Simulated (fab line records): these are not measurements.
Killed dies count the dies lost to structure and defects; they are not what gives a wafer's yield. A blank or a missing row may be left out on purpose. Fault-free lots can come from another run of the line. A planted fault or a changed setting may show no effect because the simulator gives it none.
Chamber matching :: flow gf180mcu :: 4 sister chambers for GF_V5_CMP_04 on cmp-02
The step polishes SiO2. 16 wafers are shown with their chamber, then 7 later ones without.

WAFERS WITH THEIR CHAMBER
wafer: L115.2
chamber: 3
motor-current-A (A): 12.5

wafer: L115.3
chamber: 1
motor-current-A (A): 13.4

wafer: L115.5
chamber: 1
motor-current-A (A): 13.3

wafer: L117.4
chamber: 0
motor-current-A (A): 14.1

wafer: L117.5
chamber: 3
motor-current-A (A): 12.2

wafer: L117.6
chamber: 2
motor-current-A (A): 14.3

wafer: L118.1
chamber: 1
motor-current-A (A): 13.7

wafer: L118.2
chamber: 2
motor-current-A (A): 15.0

wafer: L118.6
chamber: 3
motor-current-A (A): 12.6

wafer: L120.4
chamber: 0
motor-current-A (A): 13.8

wafer: L120.5
chamber: 0
motor-current-A (A): 13.5

wafer: L120.6
chamber: 1
motor-current-A (A): 13.1

wafer: L125.1
chamber: 0
motor-current-A (A): 14.8

wafer: L125.4
chamber: 3
motor-current-A (A): 12.6

wafer: L133.1
chamber: 2
motor-current-A (A): 14.8

wafer: L133.4
chamber: 0
motor-current-A (A): 14.1

SIGNATURES (averages over the wafers above)
reading: motor-current-A
chamber 0: 14.060
chamber 1: 13.375
chamber 2: 14.700
chamber 3: 12.475
scatter within a chamber: 0.352
Rule: distance of a wafer from a chamber = root of the sum over the readings of ((wafer's reading minus chamber's mean) / reading's scatter) squared. If the next closest chamber is less than 2 further off than the closest, the wafer can't be placed; otherwise it belongs to the closest. How the scatter is found: for the shown wafers, subtract from each reading the mean of its chamber, square and add these, divide the total by (wafers less chambers), then take the root.

WAFERS WHOSE CHAMBER IS MISSING
wafer: L133.6
motor-current-A (A): 13.9

wafer: L134.1
motor-current-A (A): 13.1

wafer: L134.4
motor-current-A (A): 14.0

wafer: L134.5
motor-current-A (A): 12.3

wafer: L136.3
motor-current-A (A): 13.8

wafer: L136.4
motor-current-A (A): 13.6

wafer: L136.5
motor-current-A (A): 13.2

THE CHAMBER EACH PASSED THROUGH
wafer: L133.6
from the rows above: can't be placed: 0 or 1 or 2
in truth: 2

wafer: L134.1
from the rows above: can't be placed: 1 or 3 or 0
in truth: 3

wafer: L134.4
from the rows above: can't be placed: 0 or 1 or 2
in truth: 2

wafer: L134.5
from the rows above: 3
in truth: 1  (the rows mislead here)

wafer: L136.3
from the rows above: can't be placed: 0 or 1 or 2
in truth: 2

wafer: L136.4
from the rows above: can't be placed: 1 or 0
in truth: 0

wafer: L136.5
from the rows above: can't be placed: 1 or 3 or 0
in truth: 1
Correct placement for 0 of the 7. Can't be placed from these rows: 6 (the true chamber is among the candidates in 6). 1 placed wrongly.
